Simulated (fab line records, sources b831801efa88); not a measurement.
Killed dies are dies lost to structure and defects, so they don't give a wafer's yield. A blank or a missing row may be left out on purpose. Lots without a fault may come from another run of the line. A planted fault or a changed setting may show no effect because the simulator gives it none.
Which tool did it? | flow gf180mcu | 11 lots, 33 wafers sampled, at 5 steps of a route of 602

WHAT THE GAUGES READ, wafer by wafer
GF_V3_CD_MEAS_14: target cd 260 nm.
lot  | measured     | on        | cd_nm (nm)
L458 | day 22 20:11 | cd_sem-01 | 260.8 261.9 260.0
L460 | day 23 18:02 | cd_sem-02 | 260.9 260.6 261.1
L465 | day 25 03:34 | cd_sem-02 | 259.8 259.9 259.3
L466 | day 25 12:23 | cd_sem-02 | 259.0 259.1 259.8
L472 | day 27 10:44 | cd_sem-02 | 260.1 260.8 260.3
L474 | day 28 06:25 | cd_sem-01 | 260.2 258.5 259.2
L475 | day 28 09:59 | cd_sem-01 | 259.7 260.3 259.8
L476 | day 28 16:51 | cd_sem-01 | 261.5 259.7 260.0
L478 | day 29 05:38 | cd_sem-01 | 260.1 260.5 260.9
L479 | day 29 17:37 | cd_sem-02 | 261.5 261.4 260.4
L480 | day 29 21:45 | cd_sem-02 | 262.8 262.1 262.1

GF_V3_RS_MEAS_24: measures by four-point-probe.
lot  | measured     | on            | V3_W_RS (ohm/sq)
L458 | day 22 21:13 | film_metro-01 | 0.325 0.330 0.329
L460 | day 23 19:04 | film_metro-01 | 0.328 0.327 0.324
L465 | day 25 04:42 | film_metro-01 | 0.303 0.306 0.304
L466 | day 25 13:25 | film_metro-03 | 0.303 0.303 0.303
L472 | day 27 11:46 | film_metro-02 | 0.328 0.331 0.324
L474 | day 28 07:31 | film_metro-01 | 0.331 0.332 0.334
L475 | day 28 11:02 | film_metro-03 | 0.330 0.327 0.328
L476 | day 28 17:53 | film_metro-01 | 0.331 0.328 0.330
L478 | day 29 06:40 | film_metro-02 | 0.331 0.334 0.329
L479 | day 29 18:42 | film_metro-02 | 0.328 0.327 0.331
L480 | day 29 22:49 | film_metro-03 | 0.330 0.325 0.331

GF_V3_THK_MEAS_25: measures by xrf.
lot  | measured     | on            | V3_W_THK (nm)
L458 | day 22 21:20 | film_metro-01 | 356 351 351
L460 | day 23 19:11 | film_metro-01 | 350 349 351
L465 | day 25 04:49 | film_metro-01 | 383 377 381
L466 | day 25 13:32 | film_metro-03 | 379 380 380
L472 | day 27 11:53 | film_metro-02 | 341 341 347
L474 | day 28 07:37 | film_metro-01 | 347 346 345
L475 | day 28 11:10 | film_metro-03 | 344 347 349
L476 | day 28 18:00 | film_metro-01 | 348 351 349
L478 | day 29 06:47 | film_metro-02 | 340 340 344
L479 | day 29 18:49 | film_metro-02 | 345 345 341
L480 | day 29 22:56 | film_metro-03 | 342 346 342

WHICH TOOL RAN EACH LOT (tool, then ch and the chambers of the sampled wafers, then the start)
lot  | GF_M3_STRIP_17                       | GF_V3_CVD_23
L458 | plasma_asher-04 ch 0,1, day 21 19:49 | cvd_w-01 ch 0,1, day 22 21:06
L460 | plasma_asher-01 ch 0,1, day 22 18:31 | cvd_w-02 ch 0,1, day 23 18:57
L465 | plasma_asher-01 ch 0,1, day 24 04:04 | cvd_w-02 ch 1, day 25 04:35
L466 | plasma_asher-03 ch 0,1, day 24 13:06 | cvd_w-02 ch 0,1, day 25 13:17
L472 | plasma_asher-03 ch 0,1, day 26 13:41 | cvd_w-01 ch 0,1, day 27 11:38
L474 | plasma_asher-03 ch 0,1, day 27 09:26 | cvd_w-01 ch 0, day 28 07:22
L475 | plasma_asher-04 ch 0,1, day 27 12:55 | cvd_w-02 ch 0,1, day 28 10:56
L476 | plasma_asher-01 ch 0,1, day 27 19:35 | cvd_w-02 ch 0,1, day 28 17:45
L478 | plasma_asher-03 ch 0,1, day 28 09:20 | cvd_w-02 ch 0,1, day 29 06:32
L479 | plasma_asher-01 ch 0,1, day 28 20:26 | cvd_w-02 ch 0,1, day 29 18:35
L480 | plasma_asher-01 ch 0,1, day 29 01:46 | cvd_w-02 ch 0,1, day 29 22:41
- GF_M3_STRIP_17: strips in O2/N2.
- GF_V3_CVD_23: deposits W, target thk 350 nm, time 104.9 s.

WHAT THE TOOLS THEMSELVES READ (means of the sampled wafers that have a number; where no wafer has one, the mark that the record gives instead)
GF_M3_STRIP_17.
lot  | tool            | drypump_motor_current_A (A) | heater_power_w (W) | oes_product_au (a.u.) | strip_time_to_endpoint_s (s)
L458 | plasma_asher-04 | 5.6                         | 342                | 0.539                 | 7.42
L460 | plasma_asher-01 | 5.2                         | 298                | 0.537                 | 7.37
L465 | plasma_asher-01 | 5.2                         | 305                | 0.539                 | 7.44
L466 | plasma_asher-03 | 5.5                         | 305                | 0.542                 | 7.41
L472 | plasma_asher-03 | 5.9                         | 310                | 0.534                 | 7.29
L474 | plasma_asher-03 | 5.9                         | 316                | 0.532                 | 7.34
L475 | plasma_asher-04 | 5.6                         | 339                | 0.542                 | 7.45
L476 | plasma_asher-01 | 5.2                         | 303                | 0.537                 | 7.41
L478 | plasma_asher-03 | 5.9                         | 317                | 0.537                 | 7.36
L479 | plasma_asher-01 | 5.2                         | 309                | 0.533                 | 7.34
L480 | plasma_asher-01 | 5.2                         | 298                | 0.534                 | 7.29

GF_V3_CVD_23.
lot  | tool     | heater_power_w (W) | susceptor_temp_C (C)
L458 | cvd_w-01 | 834                | 400.08
L460 | cvd_w-02 | 956                | 400.00
L465 | cvd_w-02 | 962                | 403.56
L466 | cvd_w-02 | 997                | 403.95
L472 | cvd_w-01 | 782                | 400.08
L474 | cvd_w-01 | 917                | 399.59
L475 | cvd_w-02 | 967                | 399.91
L476 | cvd_w-02 | 991                | 399.87
L478 | cvd_w-02 | 973                | 399.95
L479 | cvd_w-02 | 981                | 400.23
L480 | cvd_w-02 | 973                | 400.17

THE ANSWER, worked out from the rows above alone
Rule: what is usual is taken from the lots themselves. Put in order of their means at a reading, lots are off if they are a third of the lots or fewer, leave a main group of 4 or more, and stand apart from it by a gap of 3 or more times the standard deviation of the main group's means; of several such gaps the widest counts. A main group whose means are all the same, to the digits that the tables above print for the reading, isn't used. A lot without any number at a reading at which 4 lots or more have one is off too. The other lots that the step has rows for count as sound. The gauges are gone through in route order, then the tools' own readings, and for those a lot's mean is taken as printed above. The first step at which some lot is off is used, and at that step the reading that is off furthest; a lot without a number counts as furthest.
Off: L465, L466, at GF_V3_RS_MEAS_24 (V3_W_RS). The main group: mean 0.329 ohm/sq, standard deviation 0.0017.
A tool fits if, at a process step before that reading, it ran every lot that is off, and no sound lot after the first of them. The gauges at GF_V3_RS_MEAS_24 aren't tried: what is off there is off at GF_V3_CVD_23 too, on other tools, and a gauge's error can't cause that. None of those tried fits.

WHAT THE SIMULATOR HAD PUT IN
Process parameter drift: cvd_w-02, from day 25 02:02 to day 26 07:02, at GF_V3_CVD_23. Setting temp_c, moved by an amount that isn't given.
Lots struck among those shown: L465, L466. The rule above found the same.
